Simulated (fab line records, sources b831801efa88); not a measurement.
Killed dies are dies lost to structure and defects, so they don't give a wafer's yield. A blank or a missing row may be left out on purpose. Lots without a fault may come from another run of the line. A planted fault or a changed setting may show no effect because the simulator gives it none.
A struck lot beside a sound one | flow sky130 | 18 steps out of a route of 708
Sound: wafers L786.2, L786.3, L786.4. Struck: wafers L776.1, L776.2, L776.5. The cause comes at the end.
At each step with rows: each side's tool, then ch and its chambers, then its first start. Under that, the readings that differ: sound wafers | struck wafers | difference of the means | sigmas: that difference in standard deviations of wafers without a fault.
alike: readings whose means differ by less than 2 such deviations, and words and numbers that are the same on both sides. not compared: withheld readings, readings that some wafer has no value for, bounds like >300 that may hide the same value, and numbers for which the record gives no deviation and whose values overlap.
The two part at a step that has a row with sigmas, a row that says differs or no value, or rows on one side only. Numbers that don't overlap but have no deviation are shown without sigmas and don't part them. A reading that every wafer of one side lacks parts them only if that side has two wafers or more.

first, 6 steps without rows for these wafers: SKY_DNWELL_COAT_02 (resist thk 3000 nm); SKY_DNWELL_SOFTBAKE_03; SKY_DNWELL_EXPOSE_04 (exposes mask DNM, target cd 3000 nm); SKY_DNWELL_PEB_05; SKY_DNWELL_DEVELOP_06 (develop time 60 s); SKY_DNWELL_IMPLANT_07.
SKY_DNWELL_STRIP_08: strips in O2/N2.
  sound on plasma_asher-03 ch 0,1, day 8 06:35; struck on plasma_asher-01 ch 0,1, day 5 23:54
  alike: drypump_motor_current_A, oes_product_au, strip_time_to_endpoint_s
  not compared: rf_hours_counter_h
SKY_DNWELL_TW_MEAS_09:
  sound on film_metro-04, day 8 06:41; struck on film_metro-01, day 6 00:00
  reading   | sound          | struck         | difference | sigmas
  DNWELL_TW | 1111 1120 1121 | 1079 1082 1078 | -38        | -2
then, 4 steps without rows for these wafers: SKY_PWDE_DEHYDRATE_00 (time 60 s); SKY_PWDE_HMDS_01 (prime time 60 s); SKY_PWDE_COAT_02 (resist thk 3000 nm); SKY_PWDE_SOFTBAKE_03.
SKY_PWDE_EXPOSE_04: exposes mask PWDEM, target cd 840 nm.
  sound on iline_stepper-01 ch 0, day 8 17:32; struck on iline_stepper-01 ch 0, day 6 09:53
  alike: mask
then, 2 steps without rows for these wafers: SKY_PWDE_PEB_05; SKY_PWDE_DEVELOP_06 (develop time 60 s).
SKY_PWDE_OVL_MEAS_07:
  sound on overlay-01, day 9 03:43; struck on overlay-02, day 6 19:30
  reading       | sound       | struck      | difference | sigmas
  PWDE_OVL (nm) | 0.1 1.1 0.0 | 7.6 7.7 6.6 | +6.9       | +4
then, 1 step without rows for these wafers: SKY_PWDE_IMPLANT_08.
-- the record jumps here: 42 days lie between the struck wafers' starts before and after (it left off in module PWDE and takes up again in module PAD_OPEN, whose first step shown is number 708 of the route) --
SKY_PAD_OPEN_PROBE_99:
  sound on prober-02, day 51 01:52; struck on prober-01, day 49 02:17
  alike: killed_at_M0_to_M3, killed_at_M4_up, killed_at_contacts, killed_at_front_end, killed_at_other, killed_dies, killed_open, killed_short

WHERE THEY PART
First at SKY_DNWELL_TW_MEAS_09; last, within this record, at SKY_PWDE_OVL_MEAS_07. Later steps at which nothing parts them and some readings are alike: SKY_PAD_OPEN_PROBE_99.

WHY: what the simulator had put in
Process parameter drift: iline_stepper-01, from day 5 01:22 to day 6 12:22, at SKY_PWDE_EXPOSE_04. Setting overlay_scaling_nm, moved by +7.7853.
